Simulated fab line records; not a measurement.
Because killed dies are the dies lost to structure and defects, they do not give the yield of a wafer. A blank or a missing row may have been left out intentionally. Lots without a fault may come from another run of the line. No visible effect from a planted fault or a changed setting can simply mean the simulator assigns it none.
2 desks looking at one fault / flow gf180mcu / each desk holds nothing but its own numbers, with what lay behind them at the end

## THE METROLOGY DESK
What the gauges read for every lot (on any tool): the sampled wafers with a number, averaged. The brackets show how far a lot's mean lies from the usual mean; more than 4 standard deviations puts the lot out of limits, marked OUT.
Columns: A = V5_CVD_00_THK at GF_V5_THK_MEAS_01, usual 300 nm; B = V5_BOW at GF_V5_BOW_MEAS_05, usual 133 um; C = cd nm at GF_V5_CD_MEAS_14, usual 260.1 nm
lot=L673; first seen here=day 26 12:00; A=304; B=131; C=259.2
lot=L676; first seen here=day 27 08:09; A=296; B=134; C=260.2
lot=L677; first seen here=day 27 20:32; A=300; B=139; C=262.4
lot=L678; first seen here=day 28 03:50; A=295; B=134; C=258.5
lot=L679; first seen here=day 28 10:17; A=304; B=131; C=260.7
lot=L680; first seen here=day 29 00:28; A=303; B=137; C=260.2
lot=L681; first seen here=day 29 05:14; A=298; B=137; C=261.6
lot=L682; first seen here=day 29 10:28; A=296; B=130; C=257.5
lot=L687; first seen here=day 30 20:10; A=299; B=133; C=261.2
lot=L690; first seen here=day 31 17:47; A=306; B=134; C=261.8
lot=L691; first seen here=day 31 22:19; A=299; B=126; C=258.7
lot=L693; first seen here=day 32 06:24; A=299; B=131; C=259.2
lot=L694; first seen here=day 32 13:08; A=297; B=129; C=258.0
lot=L695; first seen here=day 32 17:22; A=301; B=136; C=258.4
This desk found nothing out of limits on any of the 14 lots.

## DESK OF THE TOOL OWNER: pvd sputter-01
The tool's own readings at GF_TOP_METAL_SPUTTER_04 (material TiN, target thk 25 nm, time 20.8 s): means of the sampled wafers that have a number, for each lot that ran on this tool. The brackets show how far a lot's mean lies from the usual mean; more than 4 standard deviations puts the lot out of limits, marked OUT.
Columns: A = cathode dc power W at GF_TOP_METAL_SPUTTER_04, usual 6500.0 W; B = throttle valve pct at GF_TOP_METAL_SPUTTER_04, usual 29.8 %
lot=L673; first seen here=day 27 11:03; A=6499.5; B=30.0
lot=L676; first seen here=day 28 07:04; A=6499.3; B=29.9
lot=L677; first seen here=day 28 18:19; A=6501.7; B=29.9
lot=L678; first seen here=day 29 01:40; A=6499.7; B=29.8
lot=L679; first seen here=day 29 08:06; A=5982.5 (-99 or more) OUT; B=29.8
lot=L680; first seen here=day 29 21:53; A=5983.4 (-99 or more) OUT; B=29.8
lot=L682; first seen here=day 30 07:13; A=5983.3 (-99 or more) OUT; B=29.2
lot=L694; first seen here=day 33 08:06; A=6499.9; B=30.4
This desk's finding: out of limits on L679, L680, L682; first on L679, day 29 08:06 (cathode dc power W at GF_TOP_METAL_SPUTTER_04). Within limits: L673, L676, L677, L678, L694.

## ALL TOGETHER
At day 29 08:06, on L679, L680, L682, the tool owner's desk was in a position to raise an alarm.
Nothing out of limits was seen by the metrology desk.
The metrology desk has L679, L680, L682 on record, within its limits.
GF_TOP_METAL_SPUTTER_04 was run on pvd sputter-01 by each of the lots named.

## WHAT THE SIMULATOR PUT IN
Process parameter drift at GF_TOP_METAL_SPUTTER_04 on pvd sputter-01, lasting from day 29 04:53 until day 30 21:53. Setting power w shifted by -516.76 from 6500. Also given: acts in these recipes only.
Lots struck among those shown: L679, L680, L682.
Time in hours from fault onset to the first out-of-limits reading at each desk: the tool owner's desk, 3.
